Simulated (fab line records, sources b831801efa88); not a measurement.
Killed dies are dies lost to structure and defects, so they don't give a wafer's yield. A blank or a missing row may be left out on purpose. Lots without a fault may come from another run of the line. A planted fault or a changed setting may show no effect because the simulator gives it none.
Split-lot experiment | flow sky130 | 5 lots, 23 wafers read, on a route of 708 steps

THE SPLIT
At SKY_CAP2M_DEVELOP_11 (develop time 60 s), the setting dev_temp_c was moved away from the recipe's 23 C on 7 of the 23 wafers read, by -13.5% to +11.5%. The other wafers ran this setting at the recipe's value.

The file shows no step between the split and the reading.

THE READING
CAP2M.cd_nm (the simulator's own value, which no gauge read), in nm, at SKY_CAP2M_METAL_ETCH_13 (etches TiN in Cl2/BCl3, stops on SiO2, target depth 220 nm, time 62.9 s). The file gives no usual value for it. The 16 wafers here that ran the recipe average 998.6 nm, standard deviation 2.1 nm.

wafer  | tool, chamber at the split | dev_temp_c as run, C | against the recipe | CAP2M.cd_nm, nm | against lot-mates on the recipe
L074.1 | litho_track-04, 0          | 23                   | recipe             | 996.9           | -
L074.3 | litho_track-04, 0          | 23                   | recipe             | 998.8           | -
L074.4 | litho_track-04, 0          | 23                   | recipe             | 994             | -
L074.5 | litho_track-04, 0          | 23                   | recipe             | 996.2           | -
L074.6 | litho_track-04, 0          | 23                   | recipe             | 998.4           | -
L076.1 | litho_track-02, 0          | 23                   | recipe             | 996.2           | -
L076.2 | litho_track-02, 0          | 23                   | recipe             | 998.4           | -
L076.6 | litho_track-02, 0          | 23                   | recipe             | 998.4           | -
L077.1 | litho_track-04, 0          | 24.44                | +6.3%              | 1005            | +5.5
L077.4 | litho_track-04, 0          | 24.44                | +6.3%              | 1005            | +5.5
L077.3 | litho_track-04, 0          | 23                   | recipe             | 999.9           | -
L077.5 | litho_track-04, 0          | 23                   | recipe             | 999.1           | -
L077.6 | litho_track-04, 0          | 24.44                | +6.3%              | 1004            | +4.5
L081.1 | litho_track-04, 0          | 23                   | recipe             | 997.6           | -
L081.2 | litho_track-04, 0          | 23                   | recipe             | 1002            | -
L081.3 | litho_track-04, 0          | 25.64                | +11.5%             | 1007            | +7.1
L081.4 | litho_track-04, 0          | 25.64                | +11.5%             | 1007            | +7.1
L081.6 | litho_track-04, 0          | 23                   | recipe             | 1000            | -
L083.1 | litho_track-02, 0          | 23                   | recipe             | 1002            | -
L083.2 | litho_track-02, 0          | 19.9                 | -13.5%             | 990.2           | -10.5
L083.3 | litho_track-02, 0          | 23                   | recipe             | 1000            | -
L083.6 | litho_track-02, 0          | 23                   | recipe             | 1000            | -
L083.4 | litho_track-02, 0          | 19.9                 | -13.5%             | 991.8           | -8.9

THE FIT
A straight line over all 23 wafers: CAP2M.cd_nm changes by +0.679 nm for each +1% of dev_temp_c; r = +0.90; the points scatter about the line by 2 nm.
The same after taking each lot's own level away (the mean of its wafers on the recipe; 23 wafers): +0.7 nm for each +1%; r = +0.95; scatter 1.3 nm.
On that fit, the largest move of dev_temp_c shifts the reading by 9.4 nm.
The lots' own levels span 996.86 to 1000.67 nm, that is 1.9 times the standard deviation above.
So the lot-to-lot level changes the slope little: the two slopes agree.
Check: with one of the wafers moved furthest among these (-13.5%) left out of the fit, the line predicts -8.96 nm for it against its lot-mates. It came out at -10.5 nm against them.

OTHER SPLITS ON THESE WAFERS
These wafers also went through other splits before the reading. Each is held against what the fit with the lots' levels taken away leaves over:
other split on the same wafers | wafers away from the commonest value | r with CAP2M.cd_nm (lot level and that fit taken away)
SKY_VIA2_ETCH_15 bias_w        | 8                                    | -0.34
SKY_CAPM_EXPOSE_09 dose_mj     | 7                                    | -0.11
SKY_METAL3_EXPOSE_10 dose_mj   | 5                                    | +0.18
SKY_METAL3_ETCH_16 time_s      | 7                                    | -0.24
SKY_VIA3_ETCH_15 time_s        | 7                                    | +0.37

THE FILE'S OWN FIT
CAP2M.cd_nm changes by +0.701 nm for each +1% of dev_temp_c, r = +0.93.
